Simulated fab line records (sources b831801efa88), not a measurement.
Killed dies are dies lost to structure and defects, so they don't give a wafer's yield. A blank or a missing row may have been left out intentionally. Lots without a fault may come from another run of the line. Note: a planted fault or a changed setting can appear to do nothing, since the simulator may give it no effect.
fab line records -- flow gf180mcu
record lots=15, wafers=45, last_day=34
route steps=602 shown LVPWELL@138 HV_LDD@180 PSD@259 SAB@264
lots that met no fault: from a run of the same line without faults
start_h: hours from the record's opening day to when the first of the lot's shown wafers began -- wait_h: how many hours have passed since the lot's step before this one -- " as in the row above -- L1.1+2: a single row standing in for several wafers -- - value missing, or start not given -- * or withheld: withheld -- < > ~ a bound
route shown NAME@n: names a module that has steps shown in the file, with the first one's number in the route -- usual: the fault-free wafers' mean and standard deviation -- same: alike in all rows -- chamber/n: place in a boat -- sites: readings site by site -- _std_site: the standard deviation of these -- _edge_site: outer sites' mean less inner sites' -- radius_mm: for every site, how far away it sits from the centre of the wafer -- mask NAME#n: copy n -- behind: tool/chamber where the wafer was last shaped -- hold: the reason the lot was held/the length of the hold in hours/how it ended -- device: transistor that didn't switch, given as n, p or np -- end of line: the route-end tests of the same wafers -- step lacking rows: just its recipe -- killed: dies that structure and defects cost at the first sort, which is not the same as the wafer's yield -- map: a wafer's dies, x killed, . not, _ none there
set.NAME: the setting the step ran with; set.NAME@STEP: the setting that earlier step ran with -- model.NAME: the simulator's own value behind a step, which no gauge read
one table for each step of the route and one row for each wafer, over a sample of lots
services: a tool's chamber out of use, with start hour (start_h, from the record's first day; less than 0 if before it), hours out, and reason
## steps
# step GF_VT_IMPLANT_RS_MEAS_48
# recipe thk_meas_gauge=four-point-probe
# usual LVPWELL_RS=1198.3/2.5
lot.wafer,tool,chamber,start_h,wait_h,LVPWELL_RS[ohm/sq]
L337.2,film_metro-02,-,158.81,0.1,1199.7
L337.5,film_metro-02,-,158.81,0.1,1195.3
L337.6,film_metro-02,-,158.81,0.1,1198.2
L338.1,film_metro-04,-,164.34,0.1,1200.1
L338.2,film_metro-04,-,164.34,0.1,1201.0
L338.4,film_metro-04,-,164.34,0.1,1201.6
L339.2,film_metro-02,-,171.56,0.1,1195.7
L339.3,film_metro-02,-,171.56,0.1,1196.0
L339.4,film_metro-02,-,171.56,0.1,1195.5
L340.2,film_metro-01,-,178.93,0.1,1193.1
L340.3,film_metro-01,-,178.93,0.1,1194.5
L340.6,film_metro-01,-,178.93,0.1,1192.9
L342.1,film_metro-02,-,188.79,0.1,1201.3
L342.4,film_metro-02,-,188.79,0.1,1199.6
L342.5,film_metro-02,-,188.79,0.1,1196.9
L345.3,film_metro-02,-,208.72,0.1,1193.6
L345.4,film_metro-02,-,208.72,0.1,1197.6
L345.5,film_metro-02,-,208.72,0.1,1196.6
L349.2,film_metro-04,-,235.66,0.1,1199.7
L349.4,film_metro-04,-,235.66,0.1,1198.9
L349.6,film_metro-04,-,235.66,0.1,1195.4
L350.1,film_metro-04,-,241.59,0.1,1197.1
L350.4,film_metro-04,-,241.59,0.1,1194.3
L350.6,film_metro-04,-,241.59,0.1,1197.5
L351.1,film_metro-02,-,252.08,0.1,1198.3
L351.3,film_metro-02,-,252.08,0.1,1202.1
L351.6,film_metro-02,-,252.08,0.1,1199.5
L355.1,film_metro-02,-,296.18,0.1,1197.7
L355.4,film_metro-02,-,296.18,0.1,1201.5
L355.6,film_metro-02,-,296.18,0.1,1201.6
L357.1,film_metro-04,-,299.48,0.1,1199.0
L357.2,film_metro-04,-,299.48,0.1,1202.1
L357.5,film_metro-04,-,299.48,0.1,1199.5
L356.1,film_metro-01,-,300.23,0.1,1196.6
L356.2,film_metro-01,-,300.23,0.1,1195.4
L356.3,film_metro-01,-,300.23,0.1,1195.2
L358.3,film_metro-02,-,303.44,0.1,1199.2
L358.5,film_metro-02,-,303.44,0.1,1199.2
L358.6,film_metro-02,-,303.44,0.1,1199.3
L359.2,film_metro-02,-,316.42,0.1,1198.6
L359.3,film_metro-02,-,316.42,0.1,1196.9
L359.6,film_metro-02,-,316.42,0.1,1200.1
L360.2,film_metro-01,-,316.85,0.1,1196.4
L360.3,film_metro-01,-,316.85,0.1,1199.8
L360.6,film_metro-01,-,316.85,0.1,1199.0
# step GF_HV_LDD_EXPOSE_04
# recipe mask_id=Nplus_LV_AREA, target_cd_nm=400, na=0.6, source_shape=conventional, sigma_outer=0.6, dose_mj=140
# usual exposure_dose_mJ_cm2=139.96/0.14, focus_offset_nm=0.1/0.52, na=0.6/0
lot.wafer,tool,chamber,start_h,wait_h,mask,exposure_dose_mJ_cm2,focus_offset_nm,na
L337.2,iline_stepper-02,0,207.79,-,Nplus_LV_AREA#0,140.13,0.2,0.6
L337.5,iline_stepper-02,0,207.79,-,Nplus_LV_AREA#0,140.07,-0.4,0.6
L337.6,iline_stepper-02,0,207.79,-,Nplus_LV_AREA#0,140.14,-0.4,0.6
L338.1,iline_stepper-02,0,215.22,-,Nplus_LV_AREA#0,140.14,-0.2,0.6
L338.2,iline_stepper-02,0,215.22,-,Nplus_LV_AREA#0,140.12,-0.5,0.6
L338.4,iline_stepper-02,0,215.22,-,Nplus_LV_AREA#0,140.05,-1.0,0.6
L339.2,iline_stepper-02,0,222.62,-,Nplus_LV_AREA#0,139.88,-0.4,0.6
L339.3,iline_stepper-02,0,222.62,-,Nplus_LV_AREA#0,139.87,0.5,0.6
L339.4,iline_stepper-02,0,222.62,-,Nplus_LV_AREA#0,139.65,0.8,0.6
L340.2,iline_stepper-02,0,230.41,-,Nplus_LV_AREA#0,139.91,-0.3,0.6
L340.3,iline_stepper-02,0,230.41,-,Nplus_LV_AREA#0,140.04,0.0,0.6
L340.6,iline_stepper-02,0,230.41,-,Nplus_LV_AREA#0,140.07,0.0,0.6
L342.1,iline_stepper-02,0,242.17,-,Nplus_LV_AREA#0,140.04,0.9,0.6
L342.4,iline_stepper-02,0,242.17,-,Nplus_LV_AREA#0,140.00,-0.5,0.6
L342.5,iline_stepper-02,0,242.17,-,Nplus_LV_AREA#0,140.01,0.2,0.6
L345.3,iline_stepper-02,0,265.41,-,Nplus_LV_AREA#0,140.01,1.1,0.6
L345.4,iline_stepper-02,0,265.41,-,Nplus_LV_AREA#0,139.83,0.3,0.6
L345.5,iline_stepper-02,0,265.41,-,Nplus_LV_AREA#0,140.12,0.2,0.6
L349.2,iline_stepper-02,-,291.62,-,Nplus_LV_AREA#0,-,-,-
L349.4,iline_stepper-02,-,291.62,-,Nplus_LV_AREA#0,-,-,-
L349.6,iline_stepper-02,-,291.62,-,Nplus_LV_AREA#0,-,-,-
L350.1,iline_stepper-02,-,296.05,-,Nplus_LV_AREA#0,-,-,-
L350.4,iline_stepper-02,-,296.05,-,Nplus_LV_AREA#0,-,-,-
L350.6,iline_stepper-02,-,296.05,-,Nplus_LV_AREA#0,-,-,-
L351.1,iline_stepper-01,-,308.64,-,Nplus_LV_AREA#0,-,-,-
L351.3,iline_stepper-01,-,308.64,-,Nplus_LV_AREA#0,-,-,-
L351.6,iline_stepper-01,-,308.64,-,Nplus_LV_AREA#0,-,-,-
L355.1,iline_stepper-01,0,356.52,-,Nplus_LV_AREA#0,139.70,0.2,0.6
L355.4,iline_stepper-01,0,356.52,-,Nplus_LV_AREA#0,139.81,0.3,0.6
L355.6,iline_stepper-01,0,356.52,-,Nplus_LV_AREA#0,139.98,0.5,0.6
L357.1,iline_stepper-01,0,360.14,-,Nplus_LV_AREA#0,140.02,0.3,0.6
L357.2,iline_stepper-01,0,360.14,-,Nplus_LV_AREA#0,140.20,-0.2,0.6
L357.5,iline_stepper-01,0,360.14,-,Nplus_LV_AREA#0,139.92,0.4,0.6
L356.1,iline_stepper-02,0,362.47,-,Nplus_LV_AREA#0,140.20,0.5,0.6
L356.2,iline_stepper-02,0,362.47,-,Nplus_LV_AREA#0,140.14,-0.1,0.6
L356.3,iline_stepper-02,0,362.47,-,Nplus_LV_AREA#0,140.04,1.1,0.6
L358.3,iline_stepper-02,0,365.08,-,Nplus_LV_AREA#0,140.16,0.3,0.6
L358.5,iline_stepper-02,0,365.08,-,Nplus_LV_AREA#0,140.14,0.8,0.6
L358.6,iline_stepper-02,0,365.08,-,Nplus_LV_AREA#0,140.17,-0.2,0.6
L359.2,iline_stepper-01,0,377.74,-,Nplus_LV_AREA#0,139.84,0.0,0.6
L359.3,iline_stepper-01,0,377.74,-,Nplus_LV_AREA#0,140.08,1.2,0.6
L359.6,iline_stepper-01,0,377.74,-,Nplus_LV_AREA#0,139.92,0.5,0.6
L360.2,iline_stepper-01,0,380.60,-,Nplus_LV_AREA#0,139.95,0.6,0.6
L360.3,iline_stepper-01,0,380.60,-,Nplus_LV_AREA#0,139.96,0.1,0.6
L360.6,iline_stepper-01,0,380.60,-,Nplus_LV_AREA#0,139.97,0.9,0.6
# step GF_PSD_TW_MEAS_11
# usual PSD_TW=3205/43
lot.wafer,tool,chamber,start_h,wait_h,PSD_TW
L337.2,film_metro-02,-,318.31,0.1,3283
L337.5,film_metro-02,-,318.31,0.1,3289
L337.6,film_metro-02,-,318.31,0.1,3285
L338.1,film_metro-03,-,327.25,0.1,3134
L338.2,film_metro-03,-,327.25,0.1,3129
L338.4,film_metro-03,-,327.25,0.1,3142
L339.2,film_metro-02,-,335.03,0.1,3275
L339.3,film_metro-02,-,335.03,0.1,3280
L339.4,film_metro-02,-,335.03,0.1,3301
L340.2,film_metro-03,-,342.86,0.1,3165
L340.3,film_metro-03,-,342.86,0.1,3170
L340.6,film_metro-03,-,342.86,0.1,3162
L342.1,film_metro-02,-,359.22,0.1,3258
L342.4,film_metro-02,-,359.22,0.1,3262
L342.5,film_metro-02,-,359.22,0.1,3283
L345.3,film_metro-04,-,386.29,0.1,3203
L345.4,film_metro-04,-,386.29,0.1,3189
L345.5,film_metro-04,-,386.29,0.1,3201
L355.1,film_metro-04,-,491.87,0.1,3186
L355.4,film_metro-04,-,491.87,0.1,3200
L355.6,film_metro-04,-,491.87,0.1,3186
L357.1,film_metro-03,-,495.97,0.1,3163
L357.2,film_metro-03,-,495.97,0.1,3167
L357.5,film_metro-03,-,495.97,0.1,3161
L356.1,film_metro-03,-,497.42,0.1,3166
L356.2,film_metro-03,-,497.42,0.1,3173
L356.3,film_metro-03,-,497.42,0.1,3155
L358.3,film_metro-02,-,500.64,0.1,3235
L358.5,film_metro-02,-,500.64,0.1,3213
L358.6,film_metro-02,-,500.64,0.1,3245
L359.2,film_metro-04,-,513.73,0.1,3195
L359.3,film_metro-04,-,513.73,0.1,3200
L359.6,film_metro-04,-,513.73,0.1,3208
L360.2,film_metro-02,-,517.43,0.1,3221
L360.3,film_metro-02,-,517.43,0.1,3205
L360.6,film_metro-02,-,517.43,0.1,3222
# step GF_SAB_CVD_00
# recipe material=SiO2, target_thk_nm=50, precursor=TEOS, temp_c=400, time_s=4.9302, rf_w=600
# usual heater_power_w=667/75
lot.wafer,tool,chamber,start_h,wait_h,heater_power_w
L337.2,pecvd-04,1,318.73,0.1,563
L337.5,pecvd-04,1,318.73,0.1,571
L337.6,pecvd-04,0,318.73,0.1,632
L338.1,pecvd-01,0,327.68,0.1,709
L338.2,pecvd-01,1,327.68,0.1,641
L338.4,pecvd-01,1,327.68,0.1,644
L339.2,pecvd-04,0,335.46,0.1,581
L339.3,pecvd-04,1,335.46,0.1,566
L339.4,pecvd-04,0,335.46,0.1,590
L340.2,pecvd-03,0,343.28,0.1,683
L340.3,pecvd-03,1,343.28,0.1,700
L340.6,pecvd-03,0,343.28,0.1,712
L342.1,pecvd-04,2,359.65,0.1,821
L342.4,pecvd-04,1,359.65,0.1,562
L342.5,pecvd-04,2,359.65,0.1,796
L345.3,pecvd-01,1,386.71,0.1,682
L345.4,pecvd-01,1,386.71,0.1,655
L345.5,pecvd-01,0,386.71,0.1,721
L355.1,pecvd-03,1,492.30,0.1,713
L355.4,pecvd-03,1,492.30,0.1,718
L355.6,pecvd-03,1,492.30,0.1,712
L357.1,pecvd-04,2,496.40,0.1,828
L357.2,pecvd-04,1,496.40,0.1,544
L357.5,pecvd-04,0,496.40,0.1,615
L356.1,pecvd-01,0,497.85,0.1,726
L356.2,pecvd-01,2,497.85,0.1,629
L356.3,pecvd-01,1,497.85,0.1,631
L358.3,pecvd-01,2,501.05,0.1,606
L358.5,pecvd-01,0,501.05,0.1,660
L358.6,pecvd-01,2,501.05,0.1,600
L359.2,pecvd-03,2,514.15,0.1,703
L359.3,pecvd-03,1,514.15,0.1,726
L359.6,pecvd-03,2,514.15,0.1,706
L360.2,pecvd-03,0,517.85,0.1,712
L360.3,pecvd-03,1,517.85,0.1,616
L360.6,pecvd-03,1,517.85,0.1,630
## services
tool,chamber,start_h,hours,kind
iline_stepper-02,-,185.10,4.4,pm
pecvd-04,-,219.31,6.0,pm
pecvd-01,-,222.71,0.5,repair
pecvd-03,2,251.14,14.1,repair
pecvd-04,-,255.42,5.5,repair
iline_stepper-02,0,263.15,-,calibration
iline_stepper-01,-,267.33,28.9,pm
pecvd-03,-,284.67,2.8,pm
iline_stepper-01,-,296.22,1.7,pm
pecvd-03,0,298.25,9.3,repair
pecvd-03,-,314.56,0.7,repair
pecvd-01,2,317.06,16.4,repair
pecvd-03,-,335.82,1.5,repair
pecvd-03,-,368.88,14.0,pm
iline_stepper-02,-,377.78,1.7,pm
iline_stepper-01,0,379.26,-,calibration
iline_stepper-02,-,392.44,2.2,repair
pecvd-01,-,407.58,28.1,pm
pecvd-04,-,408.34,2.8,pm
iline_stepper-02,0,473.42,-,calibration
pecvd-04,0,478.39,5.9,repair
iline_stepper-01,-,478.45,11.1,repair
pecvd-03,2,491.85,19.0,repair
iline_stepper-01,-,513.13,1.7,pm
## key
first_sign step=GF_HV_LDD_EXPOSE_04, reading=tool_record, direction=missing
effect none on later readings
met_at GF_HV_LDD_EXPOSE_04
struck_lots L349,L350,L351
later_rows_left_out L349.2,L349.4,L349.6,L350.1,L350.4,L350.6,L351.1,L351.3,L351.6
sort_left_out L349.2,L349.4,L349.6,L350.1,L350.4,L350.6,L351.1,L351.3,L351.6
tester_left_out L349,L350,L351
not_acting_at GF_VT_IMPLANT_RS_MEAS_48,GF_PSD_TW_MEAS_11,GF_SAB_CVD_00
onset_between 265.41 291.62
fault kind=skipped_step_whole, tool=iline_stepper-01,iline_stepper-02, chamber=-, onset_h=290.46, steps=GF_HV_LDD_EXPOSE_04, scope=struck_lots_only
# tester_left_out: of these lots the tester's yield and bins aren't shown, on N5 and GAA mostly nor the transistor test; their killed dies are dies lost to structure and defects alone, not to doping, threshold or leakage, so they don't give the yield
# sort_left_out: the simulated sort isn't trusted on such a fault, so these wafers' sort isn't shown, and their yield isn't known
# later_rows_left_out: the simulator's readings of these wafers behind a module that went badly wrong aren't trusted and aren't shown, but for the sort
